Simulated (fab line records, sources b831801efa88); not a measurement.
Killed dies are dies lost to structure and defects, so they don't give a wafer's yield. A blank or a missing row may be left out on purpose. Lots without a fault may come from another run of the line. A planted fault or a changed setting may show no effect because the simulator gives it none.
Problem report in the 8D (eight disciplines) form, filled by code | flow sfq_line | the parts of the form that need people (team, actions taken, sign-off) are left out

1. THE PROBLEM
platen_rpm at SFQ_TRILAYER_I0_CMP_CMP_028 reads a mean of 65.98 rpm on 9 wafers of 3 lots; wafers without a fault read 60.00 rpm with a standard deviation of 0.048. That is +99 or more standard deviations from the usual mean.
The step: polishes SiO2.
First seen on wafer L497.4, day 9 09:05, on cmp-01. The record holds 45 wafers of 15 lots with a number at this step. Rule for "out", or "out of limits": more than 4 standard deviations from the usual mean. The other wafers with a number count as sound.

2. WHAT IT IS AND WHAT IT IS NOT
question                    | is                     | is not
which readings at this step | platen_rpm             | motor_current_A
which lots                  | L497, L498, L499       | L492, L493, L494, L495, L496, L509, L510, L511, L512, L513, L514, L515
which wafers of those lots  | all that have a number | -
read on which tools         | cmp-01                 | cmp-02
when                        | from day 9 09:05       | up to then (15 sound wafers); but 21 sound wafers of L509, L510, L511, L512, L513, L514, L515 came after

3. SUSPECTS, AND WHAT RULES EACH OUT
Counting: a tool at a process step up to the reading stays a suspect if it ran every lot that is out and no sound lot after the first of them.
- cmp-01 at SFQ_TRILAYER_I0_CMP_CMP_028 (polishes SiO2): ruled out as a lasting fault. Sound lots L509, L510, L514 ran on it after its first lot that is out, L497 (day 9 09:05).
Left after counting: nothing in the record.

4. THE CAUSE (what the simulator had put in)
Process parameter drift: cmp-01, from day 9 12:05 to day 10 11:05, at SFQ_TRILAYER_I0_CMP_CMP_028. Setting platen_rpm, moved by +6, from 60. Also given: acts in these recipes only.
Counting ruled it out, wrongly.

5. THE CHAIN OF EFFECTS, in route order
Each row: a reading whose mean over the struck wafers that have a number lies more than 3 standard deviations from the usual. Only readings for which the record gives a usual standard deviation are gone through. hours: the time from each lot's start at the first step in this table that gives one to its start at this step, as a median over the lots. sigmas: the change in usual standard deviations.
hours | step                        | reading    | usual     | on struck wafers | change | sigmas
0     | SFQ_TRILAYER_I0_CMP_CMP_028 | platen_rpm | 60.00 rpm | 65.98            | +5.98  | +99 or more
The process steps in it:
- SFQ_TRILAYER_I0_CMP_CMP_028: polishes SiO2.

6. WHAT WOULD HAVE CAUGHT IT SOONER
In this record the first reading out of limits was taken at day 9 09:05.
